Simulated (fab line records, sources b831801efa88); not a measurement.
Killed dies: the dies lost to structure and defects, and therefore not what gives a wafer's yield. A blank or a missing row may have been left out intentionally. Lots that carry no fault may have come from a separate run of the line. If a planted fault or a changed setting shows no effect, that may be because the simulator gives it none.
2 desks looking at one fault ; flow gf180mcu ; only its own numbers are on each desk; what lay behind them is given at the end

## AT THE METROLOGY DESK
Means of the sampled wafers that have a number, per lot and without regard to the tool the lot ran on: this is what the gauges read. Marked OUT: a lot whose mean sits more than 4 standard deviations from the usual mean, which makes it out of limits; the brackets give that distance.
Columns: A = MIM_CVD_05_THK at GF_MIM_THK_MEAS_06, usual 42.1 nm; B = V5_CVD_02_THK at GF_V5_THK_MEAS_03, usual 1455 nm
lot;first seen here;A;B
L504;day 24 11:01;41.4;1450
L505;day 25 00:02;41.8;1442
L507;day 25 18:26;42.3;1445
L508;day 25 19:22;42.0;1466
L509;day 26 00:46;42.6;1457
L510;day 26 10:26;41.6;1460
L517;day 28 20:34;42.3;1439
L518;day 29 13:39;42.5;1462
L521;day 30 15:32;41.6;1436
L522;day 31 04:13;42.4;1465
L523;day 31 05:41;41.5;1455
L526;day 31 16:32;41.9;1469
Finding of this desk: none of the 12 lots has anything out of limits.

## DESK OF THE TOOL OWNER: rie_metal-03
The tool's own readings at GF_M1_METAL_ETCH_16 (etches the open film in Cl2/BCl3, stops on SiO2, target depth 750.8 nm, time 125.1 s): means of the sampled wafers that have a number, for each lot that ran on this tool. Marked OUT: a lot whose mean sits more than 4 standard deviations from the usual mean, which makes it out of limits; the brackets give that distance.
Columns: A = drypump_motor_current_A at GF_M1_METAL_ETCH_16, usual 5.46 A; B = he_backside_leak_sccm at GF_M1_METAL_ETCH_16, usual 3.33 sccm; C = mfc_cl2_sccm at GF_M1_METAL_ETCH_16, usual 79.98 sccm; D = oes_product_au at GF_M1_METAL_ETCH_16, usual 0.992 a.u.; E = throttle_valve_pct at GF_M1_METAL_ETCH_16, usual 28.227 %
lot;first seen here;A;B;C;D;E
L505;day 17 16:43;5.53;3.35;79.99;0.997;28.228
L507;day 18 14:55;5.54;3.42;79.81;0.993;28.235
L508;day 18 15:59;5.55;3.51;79.92;0.990;28.218
L510;day 19 06:31;5.53;3.40;80.20;0.997;28.226
L518;day 23 00:11;5.52;3.40;80.15;0.990;28.225
L522;day 24 21:58;5.51;3.50;79.92;0.995;28.221
Finding of this desk: none of the 6 lots has anything out of limits.

## PUT TOGETHER
At the metrology desk, nothing out of limits was observed.
The desk of the tool owner found nothing out of limits.

## WHAT THE SIMULATOR HAD PUT IN
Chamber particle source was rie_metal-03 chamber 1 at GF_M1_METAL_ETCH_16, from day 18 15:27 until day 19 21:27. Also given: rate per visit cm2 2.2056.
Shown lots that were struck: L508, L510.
